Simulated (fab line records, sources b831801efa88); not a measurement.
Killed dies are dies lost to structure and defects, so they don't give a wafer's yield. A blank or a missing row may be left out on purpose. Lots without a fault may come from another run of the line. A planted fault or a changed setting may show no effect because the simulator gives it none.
Which tool did it? | flow sky130 | 11 lots, 33 wafers sampled, at 6 steps of a route of 708

WHAT THE GAUGES READ, wafer by wafer
SKY_POLY_GATE_CD_MEAS_13: target cd 150 nm. Usual: cd_nm 149.6 nm, standard deviation 1.5.
lot  | measured     | on        | cd_nm (nm)        | flag
L940 | day 15 23:59 | cd_sem-01 | 147.4 146.8 147.7 |
L947 | day 19 01:32 | cd_sem-01 | 150.4 149.4 151.3 |
L948 | day 19 19:26 | cd_sem-02 | 148.4 147.4 149.6 |
L949 | day 20 00:52 | cd_sem-02 | 149.3 149.8 149.6 |
L952 | day 21 19:17 | cd_sem-02 | 149.8 149.5 149.6 |
L955 | day 22 09:04 | cd_sem-01 | 148.4 149.9 149.5 |
L957 | day 22 12:01 | cd_sem-02 | 149.9 150.9 151.2 |
L959 | day 23 07:54 | cd_sem-02 | 149.4 150.1 150.0 |
L958 | day 23 12:01 | cd_sem-01 | 148.3 148.6 147.8 |
L960 | day 23 18:03 | cd_sem-01 | 153.0 152.7 153.5 |
L962 | day 24 04:09 | cd_sem-01 | 148.2 149.4 150.0 |

SKY_LDD_N_OVL_MEAS_07. Usual: LDD_N_OVL -0.7 nm, standard deviation 1.3.
lot  | measured     | on         | LDD_N_OVL (nm) | flag
L940 | day 17 07:49 | overlay-02 | -0.4 -0.2 0.4  |
L947 | day 20 12:10 | overlay-02 | - - -          | OFF
L948 | day 21 04:25 | overlay-02 | - - -          | OFF
L949 | day 21 09:10 | overlay-02 | - - -          | OFF
L952 | day 23 03:19 | overlay-02 | -0.5 -0.6 -0.1 |
L955 | day 23 17:43 | overlay-02 | -0.4 0.7 0.9   |
L957 | day 23 20:25 | overlay-01 | -1.5 -2.4 -1.2 |
L959 | day 24 15:53 | overlay-02 | -1.0 -0.9 1.1  |
L958 | day 24 19:04 | overlay-01 | -2.5 -3.0 -2.3 |
L960 | day 25 01:55 | overlay-01 | -1.7 -1.7 -0.1 |
L962 | day 25 11:34 | overlay-01 | -0.1 -1.2 -1.7 |

SKY_LDD_P_TW_MEAS_11. Usual: LDD_P_TW 635, standard deviation 14.
lot  | measured     | on            | LDD_P_TW       | flag
L940 | day 18 14:43 | film_metro-04 | 622 624 622    |
L947 | day 21 20:08 | film_metro-04 | 2542 2541 2539 | OFF
L948 | day 22 12:05 | film_metro-04 | 2569 2549 2554 | OFF
L949 | day 22 16:25 | film_metro-04 | 2565 2554 2562 | OFF
L952 | day 24 11:25 | film_metro-04 | 629 626 627    |
L955 | day 25 01:14 | film_metro-03 | 630 629 631    |
L957 | day 25 03:34 | film_metro-02 | 655 658 657    |
L959 | day 25 23:12 | film_metro-04 | 619 627 623    |
L958 | day 26 02:08 | film_metro-04 | 629 631 628    |
L960 | day 26 08:41 | film_metro-02 | 660 654 656    |
L962 | day 26 17:22 | film_metro-04 | 628 628 628    |

SKY_LDD_HVN_TW_MEAS_10. Usual: LDD_HVN_TW 1438, standard deviation 26.
lot  | measured     | on            | LDD_HVN_TW     | flag
L940 | day 19 20:57 | film_metro-01 | 1429 1426 1426 |
L947 | day 23 02:22 | film_metro-02 | 2789 2785 2806 | OFF
L948 | day 23 18:07 | film_metro-01 | 2673 2669 2655 | OFF
L949 | day 23 21:47 | film_metro-03 | 2677 2658 2677 | OFF
L952 | day 25 17:15 | film_metro-02 | 1486 1495 1486 |
L955 | day 26 06:19 | film_metro-02 | 1483 1490 1489 |
L957 | day 26 08:57 | film_metro-03 | 1428 1437 1423 |
L959 | day 27 03:42 | film_metro-01 | 1415 1418 1422 |
L958 | day 27 06:11 | film_metro-01 | 1425 1422 1419 |
L960 | day 27 13:03 | film_metro-01 | 1418 1419 1420 |
L962 | day 27 22:15 | film_metro-02 | 1462 1470 1477 |

WHICH TOOL RAN EACH LOT (tool, then ch and the chambers of the sampled wafers, then the start)
lot  | SKY_RES_PROTECT_STRIP_07             | SKY_LDD_N_COAT_02
L940 | plasma_asher-04 ch 0,1, day 14 18:04 | litho_track-03 ch 0, day 16 16:55
L947 | plasma_asher-02 ch 0, day 17 17:25   | litho_track-01, day 19 20:03
L948 | plasma_asher-01 ch 0,1, day 18 11:03 | litho_track-03, day 20 14:02
L949 | plasma_asher-04 ch 0,1, day 18 15:58 | litho_track-01, day 20 18:15
L952 | plasma_asher-02 ch 0,1, day 20 09:30 | litho_track-03 ch 0, day 22 11:28
L955 | plasma_asher-04 ch 0,1, day 20 23:31 | litho_track-02 ch 0, day 23 02:44
L957 | plasma_asher-04 ch 0,1, day 21 04:16 | litho_track-03 ch 0, day 23 05:37
L959 | plasma_asher-01 ch 0,1, day 22 00:18 | litho_track-03 ch 0, day 24 00:46
L958 | plasma_asher-04 ch 0,1, day 22 04:36 | litho_track-01 ch 0, day 24 04:28
L960 | plasma_asher-01 ch 0,1, day 22 10:06 | litho_track-01 ch 0, day 24 11:19
L962 | plasma_asher-01 ch 0,1, day 22 20:55 | litho_track-03 ch 0, day 24 20:07
- SKY_RES_PROTECT_STRIP_07: strips in O2/N2.
- SKY_LDD_N_COAT_02: resist thk 300 nm.

WHAT THE TOOLS THEMSELVES READ (means of the sampled wafers that have a number; where no wafer has one, the mark that the record gives instead)
SKY_RES_PROTECT_STRIP_07. Usual: drypump_motor_current_A 6.07 A, standard deviation 0.19; oes_product_au 0.517 a.u., standard deviation 0.0044; strip_time_to_endpoint_s 23.29 s, standard deviation 0.046.
lot  | tool            | drypump_motor_current_A (A) | oes_product_au (a.u.) | strip_time_to_endpoint_s (s) | flag
L940 | plasma_asher-04 | 6.21                        | 0.516                 | 23.33                        |
L947 | plasma_asher-02 | 5.92                        | 0.520                 | 23.28                        |
L948 | plasma_asher-01 | 6.13                        | 0.517                 | 23.25                        |
L949 | plasma_asher-04 | 6.10                        | 0.516                 | 23.33                        |
L952 | plasma_asher-02 | 5.67                        | 0.520                 | 23.38                        |
L955 | plasma_asher-04 | 6.17                        | 0.515                 | 23.30                        |
L957 | plasma_asher-04 | 6.17                        | 0.518                 | 23.30                        |
L959 | plasma_asher-01 | 6.12                        | 0.517                 | 23.31                        |
L958 | plasma_asher-04 | 6.11                        | 0.517                 | 23.24                        |
L960 | plasma_asher-01 | 6.14                        | 0.519                 | 23.27                        |
L962 | plasma_asher-01 | 6.15                        | 0.516                 | 23.28                        |

SKY_LDD_N_COAT_02. Usual: chill_plate_temp_C 23.00 C, standard deviation 0.11; dispense_pressure_kPa 52.1 kPa, standard deviation 2.2; exhaust_pa 45.0 Pa, standard deviation 0.85.
lot  | tool           | chill_plate_temp_C (C) | dispense_pressure_kPa (kPa) | exhaust_pa (Pa) | flag
L940 | litho_track-03 | 23.24                  | 52.4                        | 44.5            |
L947 | litho_track-01 | -                      | -                           | -               | OFF
L948 | litho_track-03 | -                      | -                           | -               | OFF
L949 | litho_track-01 | -                      | -                           | -               | OFF
L952 | litho_track-03 | 22.94                  | 52.5                        | 45.7            |
L955 | litho_track-02 | 23.04                  | 49.6                        | 44.7            |
L957 | litho_track-03 | 23.07                  | 52.4                        | 45.6            |
L959 | litho_track-03 | 22.87                  | 52.4                        | 45.0            |
L958 | litho_track-01 | 22.91                  | 55.3                        | 44.7            |
L960 | litho_track-01 | 22.97                  | 55.2                        | 45.9            |
L962 | litho_track-03 | 23.13                  | 52.5                        | 45.4            |

THE ANSWER, worked out from the rows above alone
Rule: a lot is off if the mean of its wafers that have a number lies more than 3 standard deviations from the usual mean. A lot without any number at a reading at which 4 lots or more have one is off too. The other lots that the step has rows for count as sound. The gauges are gone through in route order, then the tools' own readings, and for those a lot's mean is taken as printed above. The first step at which some lot is off is used, and at that step the reading that is off furthest; a lot without a number counts as furthest.
Off: L947, L948, L949, at SKY_LDD_N_OVL_MEAS_07 (LDD_N_OVL). Without a number there: L947, L948, L949.
A tool fits if, at a process step before that reading, it ran every lot that is off, and no sound lot after the first of them. The gauges at SKY_LDD_N_OVL_MEAS_07 aren't tried: what is off there is off at SKY_LDD_P_TW_MEAS_11 too, on other tools, and a gauge's error can't cause that. None of those tried fits.

WHAT THE SIMULATOR HAD PUT IN
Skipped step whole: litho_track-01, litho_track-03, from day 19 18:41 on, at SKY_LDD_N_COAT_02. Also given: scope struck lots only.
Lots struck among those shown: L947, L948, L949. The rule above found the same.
